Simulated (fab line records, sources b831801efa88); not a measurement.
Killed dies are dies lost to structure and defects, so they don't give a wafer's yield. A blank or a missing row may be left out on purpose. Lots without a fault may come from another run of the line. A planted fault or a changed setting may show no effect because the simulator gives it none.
Which tool did it? | flow sky130 | 6 lots, 17 wafers sampled, at 3 steps of a route of 708

WHAT THE GAUGES READ, wafer by wafer
SKY_SD_P_TW_MEAS_11.
lot  | measured     | on            | SD_P_TW
L763 | day 28 00:31 | film_metro-03 | 2836 2815 2806
L766 | day 29 01:13 | film_metro-02 | 2715 2817
L775 | day 31 02:11 | film_metro-02 | 2814 2828 2821
L777 | day 31 19:58 | film_metro-01 | 2830 2835 2835
L781 | day 32 21:49 | film_metro-02 | 2851 2825 2826
L783 | day 33 06:24 | film_metro-03 | 2812 2833 2822

WHICH TOOL RAN EACH LOT (tool, then ch and the chambers of the sampled wafers, then the start)
lot  | SKY_SD_P_IMPLANT_09             | SKY_SD_P_STRIP_10
L763 | implanter-04 ch 0, day 28 00:17 | plasma_asher-01 ch 0,1, day 28 00:25
L766 | implanter-04 ch 0, day 29 00:59 | plasma_asher-03 ch 0,1, day 29 01:06
L775 | implanter-03 ch 0, day 31 01:58 | plasma_asher-03 ch 0,1, day 31 02:05
L777 | implanter-02 ch 0, day 31 19:44 | plasma_asher-01 ch 0,1, day 31 19:53
L781 | implanter-03 ch 0, day 32 21:34 | plasma_asher-03 ch 0,1, day 32 21:43
L783 | implanter-04 ch 0, day 33 06:09 | plasma_asher-04 ch 0,1, day 33 06:18
- SKY_SD_P_IMPLANT_09
- SKY_SD_P_STRIP_10: strips in O2/N2.

THE ANSWER, worked out from the rows above alone
Rule: what is usual is taken from the lots themselves. Put in order of their means at a reading, lots are off if they are a third of the lots or fewer, leave a main group of 4 or more, and stand apart from it by a gap of 3 or more times the standard deviation of the main group's means; of several such gaps the widest counts. A main group whose means are all the same, to the digits that the tables above print for the reading, isn't used. A lot without any number at a reading at which 4 lots or more have one is off too. The other lots that the step has rows for count as sound.
Off: L766, at SKY_SD_P_TW_MEAS_11 (SD_P_TW). The main group: mean 2826, standard deviation 6.4.
A tool fits if, at a process step before that reading, it ran every lot that is off, and no sound lot after the first of them. The gauges at SKY_SD_P_TW_MEAS_11 are tried like those tools. None of those tried fits.

WHAT THE SIMULATOR HAD PUT IN
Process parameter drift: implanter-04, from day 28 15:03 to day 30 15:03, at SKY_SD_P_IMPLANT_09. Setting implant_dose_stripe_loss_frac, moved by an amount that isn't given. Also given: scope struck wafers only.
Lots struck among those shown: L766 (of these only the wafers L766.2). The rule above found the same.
